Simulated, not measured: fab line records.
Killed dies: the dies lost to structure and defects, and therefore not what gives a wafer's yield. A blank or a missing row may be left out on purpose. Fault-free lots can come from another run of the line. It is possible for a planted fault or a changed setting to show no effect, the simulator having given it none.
Which tool did it? | flow sky130 | Sampling: 12 lots, 36 wafers, 3 of 708 route steps

## WHAT THE GAUGES SHOWED, per wafer
SKY_VIA1_OVL_MEAS_13.
lot  | measured     | on         | VIA1_OVL (nm)
L392 | day 33 13:53 | overlay-02 | 2 1 12
L391 | day 33 17:38 | overlay-01 | 6 10 15
L393 | day 34 08:44 | overlay-02 | 1 3 -5
L394 | day 35 02:46 | overlay-02 | 0 0 1
L395 | day 35 11:10 | overlay-01 | 0 0 7
L396 | day 35 22:05 | overlay-01 | -4 -8 -9
L398 | day 36 04:14 | overlay-02 | 5 8 8
L403 | day 37 20:50 | overlay-01 | 3 -3 -4
L405 | day 38 07:25 | overlay-01 | 2 13 9
L409 | day 39 13:02 | overlay-02 | 1 -6 2
L410 | day 40 10:31 | overlay-01 | 12 9 8
L414 | day 41 01:35 | overlay-01 | 8 8 8

## WHICH TOOL RAN EACH LOT (tool, then ch and the chambers of the sampled wafers, then the start)
lot  | SKY_METAL1_SPUTTER_00        | SKY_VIA1_COAT_07
L392 | pvd sputter-02, day 31 06:36 | litho track-03 ch 0, day 33 00:00
L391 | pvd sputter-03, day 31 09:35 | litho track-04 ch 0, day 33 04:00
L393 | pvd sputter-02, day 32 01:37 | litho track-03 ch 0, day 33 19:00
L394 | pvd sputter-02, day 32 20:44 | litho track-02 ch 0, day 34 13:00
L395 | pvd sputter-03, day 33 04:20 | litho track-04 ch 0, day 34 21:00
L396 | pvd sputter-03, day 33 15:57 | litho track-04 ch 0, day 35 08:00
L398 | pvd sputter-03, day 33 22:53 | litho track-03 ch 0, day 35 14:00
L403 | pvd sputter-01, day 35 15:08 | litho track-03 ch 0, day 37 07:00
L405 | pvd sputter-03, day 36 03:10 | litho track-03 ch 0, day 37 18:00
L409 | pvd sputter-02, day 37 10:00 | litho track-02 ch 0, day 39 00:00
L410 | pvd sputter-02, day 38 07:09 | litho track-02 ch 0, day 39 22:00
L414 | pvd sputter-02, day 38 22:06 | litho track-04 ch 0, day 40 13:00
- SKY_METAL1_SPUTTER_00: material Ti, target thk 15 nm, time 10 s.
- SKY_VIA1_COAT_07: resist thk 450 nm.

## WHAT THE TOOLS THEMSELVES READ (means of the sampled wafers that have a number; where no wafer has one, the mark that the record gives instead)
SKY_METAL1_SPUTTER_00.
lot  | tool           | throttle valve pct (%)
L392 | pvd sputter-02 | 31.3
L391 | pvd sputter-03 | 29.1
L393 | pvd sputter-02 | 30.8
L394 | pvd sputter-02 | 31.2
L395 | pvd sputter-03 | 28.8
L396 | pvd sputter-03 | 28.9
L398 | pvd sputter-03 | 28.1
L403 | pvd sputter-01 | 30.4
L405 | pvd sputter-03 | 29.9
L409 | pvd sputter-02 | 30.3
L410 | pvd sputter-02 | 29.9
L414 | pvd sputter-02 | 30.0

## THE ANSWER, worked out from the rows above alone
Rule: what is usual is taken from the lots themselves. Put in order of their means at a reading, lots are off if they are a third of the lots or fewer, leave a main group of 4 or more, and stand apart from it by a gap of 3 or more times the standard deviation of the main group's means; of several such gaps the widest counts. The tables above print the reading to a certain number of digits; a main group whose means all agree to those digits is not used. A lot without any number at a reading at which 4 lots or more have one is off too. Any other lot the step has rows for is counted as sound. Order of review: gauges by route order, followed by the tools' own readings, for which a lot's mean as printed above is used. At the first step where some lot is off, the reading lying furthest off is the one used; lots without a number count as furthest.
No lot is off on any of the readings shown, so nothing can be concluded from this.

## WHAT THE SIMULATOR PUT IN
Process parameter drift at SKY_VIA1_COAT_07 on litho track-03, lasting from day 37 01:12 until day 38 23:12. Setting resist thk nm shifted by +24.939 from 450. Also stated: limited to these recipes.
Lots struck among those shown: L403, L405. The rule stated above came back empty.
